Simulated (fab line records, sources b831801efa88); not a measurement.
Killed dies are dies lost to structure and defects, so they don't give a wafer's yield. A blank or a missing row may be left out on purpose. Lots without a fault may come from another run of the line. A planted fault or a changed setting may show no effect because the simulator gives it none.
A struck lot beside a sound one | flow sky130 | 15 steps out of a route of 708
Sound: wafers L635.2, L635.3, L635.4. Struck: wafers L644.1, L644.3, L644.6. The cause comes at the end.
At each step with rows: each side's tool, then ch and its chambers, then its first start. Under that, the readings that differ: sound wafers | struck wafers | difference of the means | sigmas: that difference in standard deviations of wafers without a fault.
alike: readings whose means differ by less than 2 such deviations, and words and numbers that are the same on both sides. not compared: withheld readings, readings that some wafer has no value for, bounds like >300 that may hide the same value, and numbers for which the record gives no deviation and whose values overlap.
The two part at a step that has a row with sigmas, a row that says differs or no value, or rows on one side only. Numbers that don't overlap but have no deviation are shown without sigmas and don't part them. A reading that every wafer of one side lacks parts them only if that side has two wafers or more.

first, 1 step without rows for these wafers: SKY_FIELD_ISO_CVD_03 (deposits Si3N4 from DCS/NH3, target thk 165 nm, time 2740 s).
SKY_FIELD_ISO_THK_MEAS_04:
  sound on film_metro-04, day 2 06:43; struck on film_metro-04, day 4 03:47
  alike: FIELD_ISO_CVD_03_THK
then, 8 steps without rows for these wafers: SKY_FIELD_ISO_DEHYDRATE_05 (time 60 s); SKY_FIELD_ISO_HMDS_06 (prime time 60 s); SKY_FIELD_ISO_COAT_07 (resist thk 60 nm); SKY_FIELD_ISO_COAT_08 (resist thk 450 nm); SKY_FIELD_ISO_SOFTBAKE_09 (time 90 s); SKY_FIELD_ISO_EXPOSE_10 (exposes mask FOM, target cd 150 nm); SKY_FIELD_ISO_PEB_11; SKY_FIELD_ISO_DEVELOP_12 (develop time 60 s).
SKY_FIELD_ISO_CD_MEAS_13: target cd 150 nm.
  sound on cd_sem-02, day 2 21:26; struck on cd_sem-02, day 4 20:13
  reading    | sound             | struck            | difference | sigmas
  cd_nm (nm) | 147.8 147.7 147.1 | 152.9 153.9 153.0 | +5.7       | +3
SKY_FIELD_ISO_ETCH_14: etches BARC in N2/H2, stops on SiO2, time 45.9 s, target depth 60 nm.
  sound on rie_diel-04 ch 1,2,3, day 2 21:32; struck on rie_diel-04 ch 1,2, day 4 20:20
  alike: bias_w, drypump_motor_current_A, oes_product_au, throttle_valve_pct
  not compared: rf_hours_counter_h
SKY_FIELD_ISO_ETCH_15: etches the open film in CHF3/O2, stops on Si, target depth 180 nm, time 72 s.
  sound on rie_diel-04 ch 1,2,3, day 2 21:34; struck on rie_diel-04 ch 1,2, day 4 20:22
  reading    | sound             | struck            | difference | sigmas
  bias_w (W) | 200.3 199.7 199.8 | 193.9 194.2 193.5 | -6.1       | -11
  alike: chf3_flow_sccm, drypump_motor_current_A, oes_product_au, throttle_valve_pct
  not compared: rf_hours_counter_h
SKY_FIELD_ISO_STRIP_16: strips in O2/N2.
  sound on plasma_asher-04 ch 0,1, day 2 21:38; struck on plasma_asher-03 ch 0,1, day 4 20:26
  alike: drypump_motor_current_A, oes_product_au, strip_time_to_endpoint_s
  not compared: rf_hours_counter_h
-- the record jumps here: 44 days lie between the struck wafers' starts before and after (it left off in module FIELD_ISO and takes up again in module PAD_OPEN, whose first step shown is number 708 of the route) --
SKY_PAD_OPEN_PROBE_99:
  the record has rows for the struck wafers here (prober-01, day 48 11:34) and none for the sound ones

WHERE THEY PART
First at SKY_FIELD_ISO_CD_MEAS_13; last, within this record, at SKY_PAD_OPEN_PROBE_99.

WHY: what the simulator had put in
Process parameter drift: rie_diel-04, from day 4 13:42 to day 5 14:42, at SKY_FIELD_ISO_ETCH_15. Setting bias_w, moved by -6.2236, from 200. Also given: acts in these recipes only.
